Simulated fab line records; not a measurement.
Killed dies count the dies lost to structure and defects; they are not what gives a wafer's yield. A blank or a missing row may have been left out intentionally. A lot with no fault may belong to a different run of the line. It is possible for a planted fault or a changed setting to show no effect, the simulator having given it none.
fab line records	flow sky130
[record] lots = 14	wafers = 42	last-day = 51
route steps=708 shown VIA2@528 CAPM@538 METAL3@560
lots untouched by any fault: they come from a run of this same line in which no faults occurred
start-h: the number of hours between the record's first day and the start of the first shown wafer of the lot	wait-h: how many hours have passed since the lot's step before this one	" as in the row above	L1.1+2: several wafers, shown together as one row	- no value, or no start was given	* or withheld: withheld	< > ~ a bound
route shown NAME@n: a module of which the file shows steps, and the number in the route of the first	usual: average and standard deviation across the fault-free wafers	same: alike in all rows	chamber/n: place in a boat	sites: readings site by site	_std_site: the standard deviation of these	_edge_site: outer sites' mean less inner sites'	radius-mm: for every site, how far away it sits from the centre of the wafer	mask NAME#n: copy n	behind: the most recent tool/chamber to have shaped the wafer	hold: the reason the lot was held/the length of the hold in hours/how it ended	device: names the non-switching transistor (n, p or np)	end of line: the tests these same wafers got at the end of their route	a step without rows: its recipe alone	killed: the dies lost at the first sort to structure and to defects; this is not the yield of the wafer	map: the dies of a wafer, with x for killed, . for not killed, _ for no die there
set.NAME: the setting the step ran with; set.NAME@STEP: the setting that earlier step ran with	model.NAME: the simulator's own value behind a step, which no gauge read
a sample of lots followed through the steps of the route, with each step as a table and each wafer as a row
services: a tool's chamber out of use, with start hour (start-h, from the record's first day; less than 0 if before it), hours out, and reason
[[steps]]
[step SKY_VIA2_CVD_21]
[recipe] material = W	target-thk-nm = 420	time-s = 126.4	temp-c = 400	pressure-torr = 40
[usual] heater-power-outer-w = 481/17	heater-power-w = 770/44
[same] time-s = 126.4
lot.wafer	tool	chamber	start-h	wait-h	heater-power-outer-w	heater-power-w
L426.1	cvd-w-01	0	849.85	0.0	476	705
L426.2	"	1	"	"	469	821
L426.4	"	0	"	"	458	710
L427.1	cvd-w-01	1	870.32	0.0	481	823
L427.4	"	1	"	"	461	801
L427.5	"	0	"	"	466	715
L428.1	cvd-w-02	1	874.01	0.0	523	832
L428.2	"	0	"	"	492	747
L428.4	"	1	"	"	515	862
L429.3	cvd-w-01	0	889.25	0.1	459	722
L429.4	"	1	"	"	474	830
L429.5	"	1	"	"	473	799
L431.1	cvd-w-02	0	892.26	0.0	487	750
L431.3	"	1	"	"	525	856
L431.4	"	0	"	"	496	764
L430.3	cvd-w-02	0	896.69	0.1	489	755
L430.4	"	1	"	"	530	819
L430.5	"	0	"	"	486	757
L434.2	cvd-w-02	1	918.50	0.0	500	810
L434.3	"	1	"	"	499	795
L434.6	"	1	"	"	485	786
L435.2	cvd-w-02	1	932.66	0.0	499	809
L435.3	"	1	"	"	502	787
L435.4	"	0	"	"	479	754
L436.3	cvd-w-02	1	943.27	0.1	508	799
L436.4	"	0	"	"	488	746
L436.6	"	1	"	"	497	797
L440.3	cvd-w-02	1	975.59	0.1	510	807
L440.4	"	0	"	"	470	743
L440.6	"	1	"	"	494	794
L441.1	cvd-w-01	0	987.23	0.0	468	716
L441.3	"	1	"	"	460	787
L441.4	"	0	"	"	461	723
L444.1	cvd-w-01	0	1010.04	0.0	463	733
L444.2	"	1	"	"	463	828
L444.6	"	0	"	"	460	710
L448.1	cvd-w-02	1	1021.97	0.0	507	802
L448.2	"	0	"	"	470	740
L448.5	"	0	"	"	478	757
L447.4	cvd-w-01	1	1024.69	0.1	472	797
L447.5	"	1	"	"	481	812
L447.6	"	0	"	"	471	717
[step SKY_CAPM_THK_MEAS_01]
[recipe] reads = SiO2_of_CAPM_CVD_00
[usual] CAPM_CVD_00_THK = 15.53/0.22
lot.wafer	tool	chamber	start-h	wait-h	CAPM_CVD_00_THK[nm]
L426.1	film-metro-02	-	850.63	-	15.49
L426.2	"	-	"	"	15.66
L426.4	"	-	"	"	15.65
L427.1	film-metro-02	-	871.10	-	15.54
L427.4	"	-	"	"	15.55
L427.5	"	-	"	"	15.49
L428.1	film-metro-02	-	874.79	-	15.65
L428.2	"	-	"	"	15.70
L428.4	"	-	"	"	16.08
L429.3	film-metro-04	-	890.04	-	15.21
L429.4	"	-	"	"	15.70
L429.5	"	-	"	"	15.66
L431.1	film-metro-02	-	893.05	-	15.44
L431.3	"	-	"	"	15.52
L431.4	"	-	"	"	15.86
L430.3	film-metro-03	-	897.46	-	15.40
L430.4	"	-	"	"	15.44
L430.5	"	-	"	"	15.67
L434.2	film-metro-04	-	919.31	-	15.31
L434.3	"	-	"	"	15.49
L434.6	"	-	"	"	15.56
L435.2	film-metro-04	-	933.46	-	15.41
L435.3	"	-	"	"	15.55
L435.4	"	-	"	"	15.51
L436.3	film-metro-02	-	944.03	-	15.48
L436.4	"	-	"	"	15.61
L436.6	"	-	"	"	15.54
L440.3	film-metro-02	-	976.36	-	15.39
L440.4	"	-	"	"	15.99
L440.6	"	-	"	"	15.66
L441.1	film-metro-03	-	988.01	-	15.12
L441.3	"	-	"	"	15.21
L441.4	"	-	"	"	15.42
L444.1	film-metro-03	-	1010.83	-	15.52
L444.2	"	-	"	"	15.58
L444.6	"	-	"	"	15.93
L448.1	film-metro-03	-	1022.77	-	15.38
L448.2	"	-	"	"	15.30
L448.5	"	-	"	"	15.62
L447.4	film-metro-03	-	1025.48	-	15.56
L447.5	"	-	"	"	15.74
L447.6	"	-	"	"	15.73
[step SKY_METAL3_EXPOSE_10]
[recipe] mask-id = MM3	na = 0.68	source-shape = annular	sigma-inner = 0.4	sigma-outer = 0.8	target-cd-nm = 300	dose-mj = 28
[usual] exposure-dose-mJ-cm2 = 27.950/0.025	stage-vel-mm-s = 500.03/0.23
lot.wafer	tool	chamber	start-h	wait-h	mask	exposure-dose-mJ-cm2	stage-vel-mm-s
L426.1	krf-scanner-01	0	890.33	-	MM3#0	27.908	500.19
L426.2	"	0	"	"	MM3#0	27.961	500.41
L426.4	"	0	"	"	MM3#0	27.927	500.37
L427.1	krf-scanner-02	0	912.05	-	MM3#0	27.968	499.92
L427.4	"	0	"	"	MM3#0	27.973	500.21
L427.5	"	0	"	"	MM3#0	27.934	500.05
L428.1	krf-scanner-01	0	913.70	-	MM3#0	27.942	499.88
L428.2	"	0	"	"	MM3#0	27.968	500.02
L428.4	"	0	"	"	MM3#0	27.983	500.26
L429.3	krf-scanner-01	0	928.82	-	MM3#0	27.954	500.04
L429.4	"	0	"	"	MM3#0	27.926	500.26
L429.5	"	0	"	"	MM3#0	27.960	500.12
L431.1	krf-scanner-02	0	931.98	-	MM3#0	27.932	500.12
L431.3	"	0	"	"	MM3#0	27.957	500.37
L431.4	"	0	"	"	MM3#0	27.896	499.81
L430.3	krf-scanner-02	0	937.29	-	MM3#0	28.001	500.09
L430.4	"	0	"	"	MM3#0	27.971	500.10
L430.5	"	0	"	"	MM3#0	27.984	499.40
L434.2	krf-scanner-02	0	957.74	-	MM3#0	27.985	499.57
L434.3	"	0	"	"	MM3#0	27.956	500.08
L434.6	"	0	"	"	MM3#0	27.993	499.97
L435.2	krf-scanner-01	0	971.77	-	MM3#0	18.856	500.07
L435.3	"	0	"	"	MM3#0	18.870	499.68
L435.4	"	0	"	"	MM3#0	18.806	499.87
L436.3	krf-scanner-01	0	981.39	-	MM3#0	18.913	500.10
L436.4	"	0	"	"	MM3#0	18.875	499.76
L436.6	"	0	"	"	MM3#0	18.889	499.92
L440.3	krf-scanner-02	0	1012.74	-	MM3#0	27.971	499.74
L440.4	"	0	"	"	MM3#0	27.928	500.53
L440.6	"	0	"	"	MM3#0	27.959	499.68
L441.1	krf-scanner-02	0	1023.87	-	MM3#0	27.930	500.47
L441.3	"	0	"	"	MM3#0	27.972	500.35
L441.4	"	0	"	"	MM3#0	27.947	500.31
L444.1	krf-scanner-02	0	1046.30	-	MM3#0	27.923	500.18
L444.2	"	0	"	"	MM3#0	27.953	500.04
L444.6	"	0	"	"	MM3#0	27.899	499.89
L448.1	krf-scanner-02	0	1057.25	-	MM3#0	27.969	500.15
L448.2	"	0	"	"	MM3#0	27.975	500.27
L448.5	"	0	"	"	MM3#0	27.951	500.03
L447.4	krf-scanner-02	0	1060.64	-	MM3#0	27.935	499.84
L447.5	"	0	"	"	MM3#0	27.937	499.76
L447.6	"	0	"	"	MM3#0	27.961	500.03
[step SKY_METAL3_CD_MEAS_13]
[recipe] target-cd-nm = 300
[usual] cd-nm = 300.5/1.5
lot.wafer	tool	chamber	start-h	wait-h	cd-nm
L426.1	cd-sem-02	-	902.83	-	300.3
L426.2	"	-	"	"	298.8
L426.4	"	-	"	"	300.9
L427.1	cd-sem-01	-	924.72	-	297.5
L427.4	"	-	"	"	298.4
L427.5	"	-	"	"	299.4
L428.1	cd-sem-02	-	925.75	-	300.5
L428.2	"	-	"	"	300.6
L428.4	"	-	"	"	299.5
L429.3	cd-sem-02	-	941.32	-	300.5
L429.4	"	-	"	"	299.5
L429.5	"	-	"	"	298.9
L431.1	cd-sem-02	-	944.20	-	298.4
L431.3	"	-	"	"	300.1
L431.4	"	-	"	"	300.2
L430.3	cd-sem-01	-	949.61	-	301.8
L430.4	"	-	"	"	300.2
L430.5	"	-	"	"	300.1
L434.2	cd-sem-02	-	970.15	-	301.8
L434.3	"	-	"	"	302.6
L434.6	"	-	"	"	302.0
L435.2	cd-sem-02	-	983.52	-	371.9
L435.3	"	-	"	"	369.9
L435.4	"	-	"	"	370.6
L436.3	cd-sem-01	-	993.42	-	370.2
L436.4	"	-	"	"	373.7
L436.6	"	-	"	"	372.2
L440.3	cd-sem-02	-	1024.02	-	301.4
L440.4	"	-	"	"	301.2
L440.6	"	-	"	"	301.8
L441.1	cd-sem-02	-	1035.35	-	298.4
L441.3	"	-	"	"	298.4
L441.4	"	-	"	"	297.1
L444.1	cd-sem-01	-	1057.30	-	302.0
L444.2	"	-	"	"	301.6
L444.6	"	-	"	"	301.5
L448.1	cd-sem-01	-	1068.18	-	300.8
L448.2	"	-	"	"	302.1
L448.5	"	-	"	"	302.8
L447.4	cd-sem-02	-	1071.16	-	300.4
L447.5	"	-	"	"	300.0
L447.6	"	-	"	"	300.4
[step SKY_METAL3_OVL_MEAS_14]
[usual] METAL3_OVL = 1/5.6
lot.wafer	tool	chamber	start-h	wait-h	METAL3_OVL[nm]
L426.1	overlay-01	-	902.95	0.1	-2
L426.2	"	-	"	"	3
L426.4	"	-	"	"	-4
L427.1	overlay-01	-	924.84	0.1	2
L427.4	"	-	"	"	0
L427.5	"	-	"	"	8
L428.1	overlay-01	-	925.87	0.1	0
L428.2	"	-	"	"	3
L428.4	"	-	"	"	-9
L429.3	overlay-02	-	941.41	0.1	3
L429.4	"	-	"	"	4
L429.5	"	-	"	"	1
L431.1	overlay-02	-	944.32	0.1	11
L431.3	"	-	"	"	6
L431.4	"	-	"	"	9
L430.3	overlay-01	-	949.70	0.1	9
L430.4	"	-	"	"	6
L430.5	"	-	"	"	7
L434.2	overlay-02	-	970.25	0.1	-2
L434.3	"	-	"	"	2
L434.6	"	-	"	"	9
L435.2	overlay-02	-	983.63	0.1	-2
L435.3	"	-	"	"	-1
L435.4	"	-	"	"	0
L436.3	overlay-02	-	993.51	0.1	1
L436.4	"	-	"	"	-5
L436.6	"	-	"	"	-3
L440.3	overlay-01	-	1024.11	0.1	-1
L440.4	"	-	"	"	0
L440.6	"	-	"	"	6
L441.1	overlay-01	-	1035.47	0.1	1
L441.3	"	-	"	"	5
L441.4	"	-	"	"	2
L444.1	overlay-01	-	1057.42	0.1	-5
L444.2	"	-	"	"	-4
L444.6	"	-	"	"	4
L448.1	overlay-01	-	1068.31	0.1	-9
L448.2	"	-	"	"	-6
L448.5	"	-	"	"	-2
L447.4	overlay-01	-	1071.24	0.1	8
L447.5	"	-	"	"	10
L447.6	"	-	"	"	9
[[services]]
tool	chamber	start-h	hours	kind
krf-scanner-02	-	826.89	1.0	pm
krf-scanner-02	-	844.84	0.8	pm
krf-scanner-01	-	861.39	2.6	repair
krf-scanner-01	-	866.14	6.0	pm
krf-scanner-02	-	866.29	0.3	repair
cvd-w-02	-	869.05	0.4	repair
krf-scanner-01	-	872.14	0.8	pm
cvd-w-02	-	878.95	0.9	repair
krf-scanner-01	-	882.01	4.2	repair
cvd-w-01	1	884.75	4.2	repair
cvd-w-02	-	904.00	14.0	pm
cvd-w-02	0	904.00	14.0	vent-cycle
cvd-w-02	1	904.00	14.0	vent-cycle
krf-scanner-01	-	908.03	1.3	pm
krf-scanner-01	-	952.23	4.0	pm
krf-scanner-02	0	966.71	-	calibration
cvd-w-01	1	967.88	1.6	repair
krf-scanner-01	-	974.60	1.0	pm
krf-scanner-01	-	976.47	3.3	repair
krf-scanner-02	-	992.59	1.3	pm
krf-scanner-02	-	995.95	1.0	pm
krf-scanner-02	-	1013.64	0.8	pm
krf-scanner-01	-	1036.89	0.8	pm
krf-scanner-01	-	1049.40	0.8	repair
[[key]]
[first-sign] step = SKY_METAL3_EXPOSE_10	reading = exposure-dose-mJ-cm2	direction = down	sigmas = 99+	usual = *	struck = *
[effect] step = SKY_METAL3_CD_MEAS_13	reading = cd-nm	direction = up	sigmas = 48	usual = 300.5	struck = 371.4
met-at SKY_METAL3_EXPOSE_10
struck-lots L435,L436
later-rows-left-out L435.2,L435.3,L435.4,L436.3,L436.4,L436.6
sort-left-out L435.2,L435.3,L435.4,L436.3,L436.4,L436.6
not-acting-at SKY_VIA2_CVD_21,SKY_CAPM_THK_MEAS_01,SKY_METAL3_OVL_MEAS_14
onset-between 928.82 971.77
[fault] kind = process-parameter-drift	tool = krf-scanner-01	chamber = -	onset-h = 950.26	steps = SKY_METAL3_EXPOSE_10	channel = dose-mj	offset = -9.0665	shape = step	acts-in = these-recipes-only	stated = 28
// sort-left-out: the simulated sort isn't trusted on such a fault, so these wafers' sort isn't shown, and their yield isn't known
// later-rows-left-out: the simulator's readings of these wafers behind a module that went badly wrong aren't trusted and aren't shown, but for the sort
